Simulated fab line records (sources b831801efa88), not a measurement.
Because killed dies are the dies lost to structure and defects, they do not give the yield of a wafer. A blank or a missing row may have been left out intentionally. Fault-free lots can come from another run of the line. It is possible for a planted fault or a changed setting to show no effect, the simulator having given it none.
The same fault as seen by 2 desks / flow sky130 / what lay behind the numbers comes last; until then each desk has only its own

THE METROLOGY DESK
Means of the sampled wafers that have a number, per lot and without regard to the tool the lot ran on: this is what the gauges read. Marked OUT: a lot whose mean sits more than 4 standard deviations from the usual mean, which makes it out of limits; the brackets give that distance.
Columns: A = VT_ADJUST_NCORE_TW at SKY_VT_ADJUST_NCORE_TW_MEAS_11, usual 217.7; B = GATE_OXIDE_TW at SKY_GATE_OXIDE_TW_MEAS_14, usual 222.3; C = LI_CONTACT_W_THK at SKY_LI_CONTACT_THK_MEAS_23, usual 408 nm
lot=L804; first seen here=day 8 13:38; A=216.8; B=220.8; C=404
lot=L806; first seen here=day 9 06:42; A=216.7; B=223.9; C=413
lot=L807; first seen here=day 9 12:33; A=216.6; B=222.7; C=406
lot=L808; first seen here=day 9 17:44; A=216.8; B=222.3; C=427
lot=L810; first seen here=day 10 07:51; A=215.8; B=223.3; C=421
lot=L812; first seen here=day 10 23:05; A=215.4; B=222.3; C=410
lot=L813; first seen here=day 11 04:36; A=218.0; B=223.7; C=401
lot=L819; first seen here=day 12 21:05; A=217.7; B=223.0; C=406
lot=L820; first seen here=day 13 05:10; A=227.9 (+6.4) OUT; B=223.0; C=408
lot=L821; first seen here=day 13 13:31; A=231.2 (+8.4) OUT; B=224.9; C=411
lot=L824; first seen here=day 14 14:39; A=220.8; B=222.6; C=409
lot=L826; first seen here=day 15 03:53; A=216.5; B=220.0; C=411
Per this desk, out of limits: L820, L821; the first was L820, day 13 05:10 (VT_ADJUST_NCORE_TW at SKY_VT_ADJUST_NCORE_TW_MEAS_11). Within limits: L804, L806, L807, L808, L810, L812, L813, L819, L824, L826.

TOOL OWNER'S DESK, implanter-01
SKY_VT_ADJUST_NCORE_IMPLANT_09, tool's own readings: per-lot mean of the sampled wafers with a number, covering each lot this tool ran. Marked OUT: a lot whose mean sits more than 4 standard deviations from the usual mean, which makes it out of limits; the brackets give that distance.
Columns: A = beam-energy-keV at SKY_VT_ADJUST_NCORE_IMPLANT_09, usual 10.000; B = dose-ions-cm2 at SKY_VT_ADJUST_NCORE_IMPLANT_09, usual 2.4001e+12; C = faraday-current-uA at SKY_VT_ADJUST_NCORE_IMPLANT_09, usual 13.55
lot=L804; first seen here=day 8 13:25; A=10.001; B=2.4022e+12; C=13.36
lot=L808; first seen here=day 9 17:29; A=9.999; B=2.3995e+12; C=13.79
lot=L813; first seen here=day 11 04:21; A=10.000; B=2.3983e+12; C=13.67
lot=L820; first seen here=day 13 04:57; A=9.999; B=2.8441e+12 (+99 or more) OUT; C=15.84 (+8.5) OUT
lot=L821; first seen here=day 13 13:16; A=10.001; B=2.8469e+12 (+99 or more) OUT; C=16.05 (+9.3) OUT
This desk's finding: out of limits on L820, L821; first on L820, day 13 04:57 (dose-ions-cm2 at SKY_VT_ADJUST_NCORE_IMPLANT_09). Within limits: L804, L808, L813.

TAKEN TOGETHER
An alarm could have come from the tool owner's desk at day 13 04:57, on L820, L821.
The metrology desk could have raised an alarm at day 13 05:10, on L820, L821.
All the named lots went through SKY_VT_ADJUST_NCORE_IMPLANT_09 on implanter-01.

WHAT HAD BEEN PUT IN BY THE SIMULATOR
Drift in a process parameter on implanter-01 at SKY_VT_ADJUST_NCORE_IMPLANT_09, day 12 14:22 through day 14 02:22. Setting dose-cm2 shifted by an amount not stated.
Struck lots among those shown: L820, L821.
Fault start to first reading out of limits, in hours, per desk: tool owner, 15; metrology, 15.
